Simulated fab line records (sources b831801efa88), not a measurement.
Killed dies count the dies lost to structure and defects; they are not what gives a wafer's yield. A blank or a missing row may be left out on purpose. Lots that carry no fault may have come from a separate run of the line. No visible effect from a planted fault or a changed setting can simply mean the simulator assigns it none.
fab line records | flow gf180mcu | part 1 of 2: steps 1 to 31 of 39
record lots=5 wafers=15 last-day=34
route steps=602 shown M2@366 V2@382
lots that met no fault: taken from a fault-free run of the same line
start-h: the number of hours between the record's first day and the start of the first shown wafer of the lot | wait-h: hours since the lot's step before | " as in the row above | L1.1+2: a single row standing in for several wafers | - no value, or no start given | * or withheld: withheld | < > ~ a bound
route shown NAME@n: NAME is a module with steps in the file, n the number in the route of the first one | usual: mean/standard deviation of fault-free wafers | same: alike in all rows | chamber/n: place in a boat | sites: readings site by site | _std_site: their standard deviation | _edge_site: mean of outer sites minus mean of inner sites | radius-mm: how far each site lies from the wafer's centre | mask NAME#n: copy n | behind: the tool/chamber that last shaped the wafer | hold: why the lot was held/for how many hours/how that ended | device: the n, p or np transistor that did not switch | end of line: tests run on the same wafers once the route is complete | for a step that has no rows: nothing shown but its recipe | killed: count of dies lost to structure and defects at first sort (not the wafer's yield) | map: the dies of a wafer, with x for killed, . for not killed, _ for no die there
set.NAME: setting as actually run; set.NAME@STEP: the setting as run at that earlier step | model.NAME: the simulator's own value behind a step, which no gauge read
certain route steps with their lots: each step a table, each wafer a row
services: when a tool's chamber went out of use (start-h, in hours from the record's first day, below 0 if earlier), for how many hours, and the reason
## steps
# step GF_M2_SPUTTER_04
# recipe material=TiN target-thk-nm=50 power-w=6500 time-s=41.7 chamber-pressure-pa=0.4
# usual chamber-pressure-pa=0.3999/0.00084 throttle-valve-pct=29.9/0.96
# columns lot.wafer tool chamber start-h wait-h chamber-pressure-pa throttle-valve-pct
L075.2 pvd-sputter-02 - 421.37 0.0 0.3999 30.0
L075.4 " - " " 0.4004 30.6
L075.5 " - " " 0.4003 30.5
L079.4 pvd-sputter-02 - 459.15 0.0 0.3994 30.6
L079.5 " - " " 0.3999 29.9
L079.6 " - " " 0.3997 30.1
L086.2 pvd-sputter-04 - 523.25 0.0 0.4016 30.2
L086.4 " - " " 0.4001 29.4
L086.6 " - " " 0.4011 30.7
L093.1 pvd-sputter-04 - 575.95 0.0 0.4014 29.8
L093.4 " - " " 0.3985 30.5
L093.5 " - " " 0.4002 29.9
L097.2 pvd-sputter-04 - 604.62 0.0 0.4004 30.1
L097.4 " - " " 0.3989 31.3
L097.6 " - " " 0.3994 29.5
# step GF_M2_RS_MEAS_05
# recipe thk-meas-gauge=four-point-probe reads=TiN_of_M2_SPUTTER_04+Ti_of_M2_SPUTTER_03+AlCu_of_M2_SPUTTER_02+TiN_of_M2_SPUTTER_01+Ti_of_M2_SPUTTER_00
# usual M2_ALCU_RS=0.0697/0.00056
# columns lot.wafer tool chamber start-h wait-h M2_ALCU_RS[ohm/sq]
L075.2 film-metro-01 - 421.43 0.0 0.0698
L075.4 " - " " 0.0691
L075.5 " - " " 0.0696
L079.4 film-metro-04 - 459.25 0.1 0.0694
L079.5 " - " " 0.0699
L079.6 " - " " 0.0696
L086.2 film-metro-01 - 523.31 0.0 0.0704
L086.4 " - " " 0.0693
L086.6 " - " " 0.0700
L093.1 film-metro-04 - 575.99 0.0 0.0707
L093.4 " - " " 0.0702
L093.5 " - " " 0.0700
L097.2 film-metro-01 - 604.68 0.0 0.0695
L097.4 " - " " 0.0705
L097.6 " - " " 0.0697
# step GF_M2_THK_MEAS_06
# recipe thk-meas-gauge=xrf reads=AlCu_of_M2_SPUTTER_02
# usual M2_ALCU_THK=457/4.9
# columns lot.wafer tool chamber start-h wait-h M2_ALCU_THK[nm]
L075.2 film-metro-01 - 421.54 0.1 454
L075.4 " - " " 458
L075.5 " - " " 454
L079.4 film-metro-04 - 459.34 0.1 465
L079.5 " - " " 457
L079.6 " - " " 461
L086.2 film-metro-01 - 523.42 0.1 449
L086.4 " - " " 458
L086.6 " - " " 454
L093.1 film-metro-04 - 576.11 0.1 456
L093.4 " - " " 456
L093.5 " - " " 456
L097.2 film-metro-01 - 604.79 0.1 457
L097.4 " - " " 450
L097.6 " - " " 455
# step GF_M2_DEHYDRATE_07
# recipe temp-c=200 time-s=60
# columns lot.wafer tool chamber start-h wait-h
L075.2+4+5 litho-track-04 0 432.43 10.9
L079.4+5+6 litho-track-02 0 470.63 11.3
L086.2+4+6 litho-track-02 0 533.88 10.4
L093.1+4+5 litho-track-02 0 585.80 9.7
L097.2+4+6 litho-track-04 0 614.78 10.0
# step GF_M2_HMDS_08
# recipe prime-time-s=60 prime-temp-c=120
# columns lot.wafer tool chamber start-h wait-h
L075.2+4+5 litho-track-04 0 432.58 0.1
L079.4+5+6 litho-track-02 0 470.78 0.1
L086.2+4+6 litho-track-02 0 534.03 0.1
L093.1+4+5 litho-track-02 0 585.95 0.1
L097.2+4+6 litho-track-04 0 614.93 0.1
# step GF_M2_COAT_09
# recipe resist=KrF spin-rpm=withheld resist-thk-nm=1000
# columns lot.wafer tool chamber start-h wait-h
L075.2+4+5 litho-track-04 0 432.73 0.1
L079.4+5+6 litho-track-02 0 470.93 0.1
L086.2+4+6 litho-track-02 0 534.18 0.1
L093.1+4+5 litho-track-02 0 586.10 0.1
L097.2+4+6 litho-track-04 0 615.08 0.1
# step GF_M2_SOFTBAKE_10
# recipe temp-c=130 time-s=60 resist=KrF
# columns lot.wafer tool chamber start-h wait-h
L075.2+4+5 litho-track-04 0 432.88 0.1
L079.4+5+6 litho-track-02 0 471.08 0.1
L086.2+4+6 litho-track-02 0 534.33 0.1
L093.1+4+5 litho-track-02 0 586.25 0.1
L097.2+4+6 litho-track-04 0 615.23 0.1
# step GF_M2_EXPOSE_11
# recipe mask-id=Metal2 target-cd-nm=280 na=0.68 source-shape=conventional sigma-outer=0.6 dose-mj=28
# usual focus-offset-nm=-0.1/0.51
# same sigma-outer=0.6
# columns lot.wafer tool chamber start-h wait-h mask focus-offset-nm
L075.2 krf-scanner-01 0 - - Metal2#0 -0.9
L075.4 " 0 " " Metal2#0 -0.3
L075.5 " 0 " " Metal2#0 -0.6
L079.4 krf-scanner-02 0 - - Metal2#0 -0.1
L079.5 " 0 " " Metal2#0 -0.6
L079.6 " 0 " " Metal2#0 0.3
L086.2 krf-scanner-02 0 - - Metal2#0 1.0
L086.4 " 0 " " Metal2#0 0.2
L086.6 " 0 " " Metal2#0 0.8
L093.1 krf-scanner-01 0 - - Metal2#0 0.5
L093.4 " 0 " " Metal2#0 0.6
L093.5 " 0 " " Metal2#0 0.4
L097.2 krf-scanner-01 0 - - Metal2#0 0.0
L097.4 " 0 " " Metal2#0 0.2
L097.6 " 0 " " Metal2#0 0.1
# step GF_M2_PEB_12
# recipe peb-temp-c=135 peb-time-s=90 resist=KrF
# same peb-time-s=90
# columns lot.wafer tool chamber start-h wait-h
L075.2+4+5 litho-track-02 0 - -
L079.4+5+6 litho-track-02 0 - -
L086.2+4+6 litho-track-04 0 - -
L093.1+4+5 litho-track-02 0 - -
L097.2+4+6 litho-track-04 0 - -
# step GF_M2_DEVELOP_13
# recipe develop-time-s=60 dev-temp-c=21
# columns lot.wafer tool chamber start-h wait-h
L075.2+4+5 litho-track-02 0 445.43 0.2
L079.4+5+6 litho-track-02 0 482.88 0.1
L086.2+4+6 litho-track-04 0 545.83 0.2
L093.1+4+5 litho-track-02 0 596.90 0.2
L097.2+4+6 litho-track-04 0 624.78 0.2
# step GF_M2_CD_MEAS_14
# recipe target-cd-nm=280
# usual cd-nm=280.0/1.2
# columns lot.wafer tool chamber start-h wait-h cd-nm
L075.2 cd-sem-02 - 445.57 0.1 278.7
L075.4 " - " " 279.3
L075.5 " - " " 278.3
L079.4 cd-sem-01 - 483.01 0.1 280.2
L079.5 " - " " 281.4
L079.6 " - " " 280.9
L086.2 cd-sem-02 - 545.98 0.1 281.5
L086.4 " - " " 281.6
L086.6 " - " " 281.6
L093.1 cd-sem-02 - 597.05 0.1 280.6
L093.4 " - " " 279.9
L093.5 " - " " 280.3
L097.2 cd-sem-01 - 624.93 0.1 279.6
L097.4 " - " " 279.8
L097.6 " - " " 279.3
# step GF_M2_OVL_MEAS_15
# usual M2_OVL=0/6
# columns lot.wafer tool chamber start-h wait-h M2_OVL[nm]
L075.2 overlay-02 - 445.68 0.1 0
L075.4 " - " " -1
L075.5 " - " " -5
L079.4 overlay-02 - 483.09 0.1 0
L079.5 " - " " 0
L079.6 " - " " 4
L086.2 overlay-01 - 546.08 0.1 0
L086.4 " - " " 2
L086.6 " - " " 8
L093.1 overlay-02 - 597.17 0.1 2
L093.4 " - " " 8
L093.5 " - " " 1
L097.2 overlay-01 - 625.03 0.1 -3
L097.4 " - " " 4
L097.6 " - " " -4
# step GF_M2_METAL_ETCH_16
# recipe chemistry=Cl2/BCl3 mask-material=KrF target-depth-nm=750.8 stop-on=SiO2 pressure-mtorr=8 icp-w=800 bias-w=140 Cl2_flow_sccm=80 bcl3-flow-sccm=40 time-s=125.1
# usual chamber-pressure-mTorr=8.000/0.0073 drypump-motor-current-A=5.6/0.53 oes-product-au=0.992/0.0049 throttle-valve-pct=28.229/0.0093
# columns lot.wafer tool chamber start-h wait-h chamber-pressure-mTorr drypump-motor-current-A oes-product-au rf-hours-counter-h throttle-valve-pct
L075.2 rie-metal-03 0 445.75 0.1 8.000 5.5 0.998 - 28.220
L075.4 " 0 " " 8.001 5.5 0.995 - 28.218
L075.5 " 0 " " 7.990 5.5 0.991 - 28.216
L079.4 rie-metal-01 0 483.15 0.1 8.002 4.9 0.998 - 28.222
L079.5 " 0 " " 7.993 5.0 0.995 - 28.250
L079.6 " 1 " " 8.007 6.1 0.994 - 28.223
L086.2 rie-metal-03 1 546.11 0.0 7.989 6.4 0.998 4 28.242
L086.4 " 0 " " 8.000 5.5 0.991 - 28.223
L086.6 " 0 " " 8.001 5.5 0.990 - 28.217
L093.1 rie-metal-03 0 597.21 0.0 7.997 5.5 0.993 3 28.228
L093.4 " 0 " " 7.996 5.5 0.997 - 28.228
L093.5 " 1 " " 7.993 6.3 0.988 - 28.241
L097.2 rie-metal-01 0 625.06 0.0 8.004 4.9 0.994 9 28.215
L097.4 " 0 " " 8.007 4.9 0.998 - 28.221
L097.6 " 0 " " 8.008 4.9 0.998 - 28.225
# step GF_M2_STRIP_17
# recipe chemistry=O2/N2 power-w=1400 pressure-mtorr=1500 platen-temp-c=250 o2-flow-sccm=3000 n2-flow-sccm=300 overash-fraction=0.5
# usual chamber-pressure-mTorr=1500.1/1.4 drypump-motor-current-A=5.68/0.27 heater-power-w=336/38 oes-product-au=0.537/0.0042 strip-time-to-endpoint-s=7.38/0.034
# columns lot.wafer tool chamber start-h wait-h chamber-pressure-mTorr drypump-motor-current-A heater-power-w oes-product-au rf-hours-counter-h strip-time-to-endpoint-s
L075.2 plasma-asher-02 0 445.97 0.2 1499.7 5.75 367 0.538 1 7.32
L075.4 " 0 " " 1501.7 5.72 387 0.536 - 7.31
L075.5 " 0 " " 1500.8 5.70 393 0.537 - 7.36
L079.4 plasma-asher-04 1 483.27 0.1 1498.2 5.19 289 0.538 - 7.34
L079.5 " 1 " " 1498.5 5.21 287 0.536 - 7.38
L079.6 " 0 " " 1498.7 5.58 324 0.540 - 7.42
L086.2 plasma-asher-02 0 546.24 0.1 1502.0 5.75 373 0.544 12 7.45
L086.4 " 0 " " 1500.3 5.72 386 0.548 - 7.38
L086.6 " 0 " " 1503.4 5.74 382 0.539 - 7.42
L093.1 plasma-asher-02 0 597.34 0.1 1499.1 5.77 378 0.531 17 7.34
L093.4 " 0 " " 1502.1 5.71 377 0.531 - 7.32
L093.5 " 1 " " 1500.5 5.88 326 0.532 - 7.31
L097.2 plasma-asher-04 0 625.19 0.1 1498.7 5.61 320 0.540 92 7.37
L097.4 " 0 " " 1500.4 5.64 311 0.539 - 7.36
L097.6 " 1 " " 1497.2 5.20 289 0.538 - 7.35
# step GF_M2_STRIP_18
# recipe chemistry=post-etch-residue-remover time-s=1200 temp-c=72.5
# usual bath-guard-temp-C=72.71/0.25 bath-heat-duty-pct=13.6/1
# columns lot.wafer tool chamber start-h wait-h bath-guard-temp-C bath-heat-duty-pct
L075.2 wet-bench-02 1 446.07 0.1 72.28 13.0
L075.4 " 1 " " 72.28 12.7
L075.5 " 1 " " 72.76 13.7
L079.4 wet-bench-01 0 483.34 0.0 72.91 14.7
L079.5 " 0 " " 73.22 14.5
L079.6 " 0 " " 72.99 14.1
L086.2 wet-bench-03 2 546.34 0.1 73.13 13.9
L086.4 " 2 " " 73.13 14.5
L086.6 " 2 " " 73.04 14.4
L093.1 wet-bench-01 2 597.44 0.1 72.91 11.5
L093.4 " 2 " " 72.71 14.5
L093.5 " 2 " " 72.59 13.5
L097.2 wet-bench-01 0 625.29 0.1 72.75 13.2
L097.4 " 0 " " 73.02 13.8
L097.6 " 0 " " 72.88 13.7
# step GF_M2_CLEAN_19
# recipe chemistry=DIW dry=n2-spin
# columns lot.wafer tool chamber start-h wait-h
L075.2+4+5 wet-bench-02 1 446.44 0.0
L079.4+5+6 wet-bench-02 2 483.71 0.0
L086.2+4+6 wet-bench-03 1 546.71 0.0
L093.1+4+5 wet-bench-02 0 597.81 0.0
L097.2+4+6 wet-bench-02 2 625.63 0.0
# step GF_V2_CVD_00
# recipe material=SiO2 target-thk-nm=600 sigma-open-frac=0.3 temp-c=400 time-s=100 sih4-flow-sccm=60 pressure-mtorr=6
# columns lot.wafer tool chamber start-h wait-h
L075.2+4+5 hdpcvd-02 2,0,1 446.54 0.0
L079.4+5+6 hdpcvd-01 2,1,0 483.86 0.0
L086.2+4+6 hdpcvd-02 0,1,2 546.81 0.0
L093.1+4+5 hdpcvd-02 1,0,2 597.90 0.0
L097.2+4+6 hdpcvd-01 0,1,2 625.72 0.0
# step GF_V2_THK_MEAS_01
# recipe reads=SiO2_of_V2_CVD_00
# usual V2_CVD_00_THK=604/5.7
# columns lot.wafer tool chamber start-h wait-h V2_CVD_00_THK[nm]
L075.2 film-metro-04 - 446.62 0.0 604
L075.4 " - " " 608
L075.5 " - " " 606
L079.4 film-metro-03 - 483.92 0.0 596
L079.5 " - " " 590
L079.6 " - " " 597
L086.2 film-metro-04 - 546.90 0.0 605
L086.4 " - " " 600
L086.6 " - " " 601
L093.1 film-metro-04 - 597.97 0.0 608
L093.4 " - " " 611
L093.5 " - " " 605
L097.2 film-metro-03 - 625.81 0.0 604
L097.4 " - " " 597
L097.6 " - " " 602
# step GF_V2_CVD_02
# recipe material=SiO2 target-thk-nm=850 precursor=TEOS temp-c=400 time-s=94.851 rf-w=600
# usual heater-power-w=649/130
# columns lot.wafer tool chamber start-h wait-h heater-power-w
L075.2 pecvd-03 1 446.67 0.0 635
L075.4 " 2 " " 365
L075.5 " 1 " " 489
L079.4 pecvd-04 1 483.99 0.1 509
L079.5 " 2 " " 569
L079.6 " 0 " " 665
L086.2 pecvd-01 1 546.95 0.0 737
L086.4 " 1 " " 813
L086.6 " 0 " " 786
L093.1 pecvd-04 2 598.03 0.1 598
L093.4 " 2 " " 492
L093.5 " 0 " " 690
L097.2 pecvd-03 2 625.86 0.0 508
L097.4 " 0 " " 663
L097.6 " 1 " " 559
# step GF_V2_THK_MEAS_03
# recipe reads=SiO2_of_V2_CVD_02
# usual V2_CVD_02_THK=851/9.3
# columns lot.wafer tool chamber start-h wait-h V2_CVD_02_THK[nm]
L075.2 film-metro-03 - 446.75 0.0 837
L075.4 " - " " 856
L075.5 " - " " 852
L079.4 film-metro-04 - 484.05 0.0 853
L079.5 " - " " 851
L079.6 " - " " 850
L086.2 film-metro-02 - 547.03 0.0 855
L086.4 " - " " 864
L086.6 " - " " 865
L093.1 film-metro-03 - 598.10 0.0 837
L093.4 " - " " 851
L093.5 " - " " 862
L097.2 film-metro-04 - 625.94 0.0 851
L097.4 " - " " 853
L097.6 " - " " 855
# step GF_V2_CMP_04
# recipe material=SiO2 down-force-psi=4 platen-rpm=60 pad-velocity-m-s=0.94248
# usual edge-zone-pressure-frac=1.000/0.005 motor-current-A=12.1/1.1 time-to-endpoint-s=82/4.5
# columns lot.wafer tool chamber start-h wait-h edge-zone-pressure-frac motor-current-A time-to-endpoint-s
L075.4 cmp-02 3 446.80 0.0 1.001 11.6 88
L075.2 " 1 " " 1.001 13.2 78
L075.5 " 3 " " 1.000 12.3 85
L079.4 cmp-02 2 484.23 0.2 1.011 14.1 83
L079.5 " 3 " " 1.000 12.1 84
L079.6 " 0 " " 0.998 11.0 87
L086.4 cmp-02 0 547.08 0.0 1.002 10.7 85
L086.2 " 3 " " 0.988 12.4 82
L086.6 " 1 " " 0.995 12.5 84
L093.1 cmp-01 0 598.16 0.1 1.006 12.1 78
L093.4 " 2 " " 0.996 13.9 82
L093.5 " 0 " " 1.000 11.8 89
L097.2 cmp-01 2 626.04 0.1 1.002 13.7 80
L097.4 " 3 " " 1.003 11.1 82
L097.6 " 2 " " 0.996 13.7 82
# step GF_V2_BOW_MEAS_05
# recipe mode=bow
# usual V2_BOW=101/7
# columns lot.wafer tool chamber start-h wait-h V2_BOW[um]
L075.2 film-metro-04 - 447.14 0.2 97
L075.4 " - " " 104
L075.5 " - " " 105
L079.4 film-metro-02 - 484.44 0.2 103
L079.5 " - " " 92
L079.6 " - " " 101
L086.2 film-metro-02 - 547.41 0.1 99
L086.4 " - " " 101
L086.6 " - " " 104
L093.1 film-metro-04 - 598.46 0.2 90
L093.4 " - " " 88
L093.5 " - " " 105
L097.2 film-metro-04 - 626.31 0.2 87
L097.4 " - " " 90
L097.6 " - " " 96
# step GF_V2_DEHYDRATE_06
# recipe temp-c=200 time-s=60
# columns lot.wafer tool chamber start-h wait-h
L075.2+4+5 litho-track-03 0 457.95 10.8
L079.4+5+6 litho-track-01 0 495.50 11.0
L086.2+4+6 litho-track-04 0 557.53 10.1
L093.1+4+5 litho-track-01 0 608.22 9.7
L097.2+4+6 litho-track-03 0 636.00 9.7
# step GF_V2_HMDS_07
# recipe prime-time-s=60 prime-temp-c=120
# columns lot.wafer tool chamber start-h wait-h
L075.2+4+5 litho-track-03 0 458.10 0.1
L079.4+5+6 litho-track-01 0 495.65 0.1
L086.2+4+6 litho-track-04 0 557.68 0.1
L093.1+4+5 litho-track-01 0 608.37 0.1
L097.2+4+6 litho-track-03 0 636.15 0.1
# step GF_V2_COAT_08
# recipe resist=BARC temp-c=withheld time-s=withheld spin-rpm=withheld resist-thk-nm=withheld
# columns lot.wafer tool chamber start-h wait-h
L075.2+4+5 litho-track-03 0 458.25 0.1
L079.4+5+6 litho-track-01 0 495.80 0.1
L086.2+4+6 litho-track-04 0 557.83 0.1
L093.1+4+5 litho-track-01 0 608.52 0.1
L097.2+4+6 litho-track-03 0 636.30 0.1
# step GF_V2_COAT_09
# recipe resist=KrF spin-rpm=withheld resist-thk-nm=1000
# columns lot.wafer tool chamber start-h wait-h
L075.2+4+5 litho-track-03 0 - -
L079.4+5+6 litho-track-01 0 - -
L086.2+4+6 litho-track-04 0 - -
L093.1+4+5 litho-track-01 0 - -
L097.2+4+6 litho-track-03 0 - -
# step GF_V2_SOFTBAKE_10
# recipe temp-c=130 time-s=60 resist=KrF
# columns lot.wafer tool chamber start-h wait-h
L075.2+4+5 litho-track-03 0 - -
L079.4+5+6 litho-track-01 0 - -
L086.2+4+6 litho-track-04 0 - -
L093.1+4+5 litho-track-01 0 - -
L097.2+4+6 litho-track-03 0 - -
# step GF_V2_EXPOSE_11
# recipe mask-id=Via2 target-cd-nm=260 na=0.68 source-shape=conventional sigma-outer=0.6 dose-mj=38
# usual focus-offset-nm=0.2/0.54
# same sigma-outer=0.6
# columns lot.wafer tool chamber start-h wait-h mask focus-offset-nm
L075.2 krf-scanner-02 0 - - Via2#0 0.0
L075.4 " 0 " " Via2#0 -0.1
L075.5 " 0 " " Via2#0 -0.3
L079.4 krf-scanner-02 0 - - Via2#0 0.4
L079.5 " 0 " " Via2#0 -0.6
L079.6 " 0 " " Via2#0 0.7
L086.2 krf-scanner-01 0 - - Via2#0 0.5
L086.4 " 0 " " Via2#0 0.7
L086.6 " 0 " " Via2#0 0.7
L093.1 krf-scanner-02 0 - - Via2#0 -0.2
L093.4 " 0 " " Via2#0 -1.1
L093.5 " 0 " " Via2#0 -0.5
L097.2 krf-scanner-02 0 - - Via2#0 0.2
L097.4 " 0 " " Via2#0 0.4
L097.6 " 0 " " Via2#0 0.0
# step GF_V2_PEB_12
# recipe peb-temp-c=135 peb-time-s=90 resist=KrF
# same peb-time-s=90
# columns lot.wafer tool chamber start-h wait-h
L075.2+4+5 litho-track-01 0 - -
L079.4+5+6 litho-track-01 0 - -
L086.2+4+6 litho-track-04 0 - -
L093.1+4+5 litho-track-01 0 - -
L097.2+4+6 litho-track-04 0 - -
# step GF_V2_DEVELOP_13
# recipe develop-time-s=60 resist=KrF dev-temp-c=21
# columns lot.wafer tool chamber start-h wait-h
L075.2+4+5 litho-track-01 0 470.75 0.2
L079.4+5+6 litho-track-01 0 507.50 0.1
L086.2+4+6 litho-track-04 0 569.48 0.2
L093.1+4+5 litho-track-01 0 618.72 0.2
L097.2+4+6 litho-track-04 0 646.28 0.2
# step GF_V2_CD_MEAS_14
# recipe target-cd-nm=260
# usual cd-nm=260.2/1.2
# columns lot.wafer tool chamber start-h wait-h cd-nm
L075.2 cd-sem-01 - 470.89 0.1 261.5
L075.4 " - " " 262.0
L075.5 " - " " 261.3
L079.4 cd-sem-01 - 507.63 0.1 258.9
L079.5 " - " " 260.0
L079.6 " - " " 257.9
L086.2 cd-sem-01 - 569.63 0.1 260.5
L086.4 " - " " 260.7
L086.6 " - " " 262.1
L093.1 cd-sem-02 - 618.87 0.1 261.1
L093.4 " - " " 261.6
L093.5 " - " " 260.6
L097.2 cd-sem-01 - 646.42 0.1 260.5
L097.4 " - " " 260.7
L097.6 " - " " 261.2
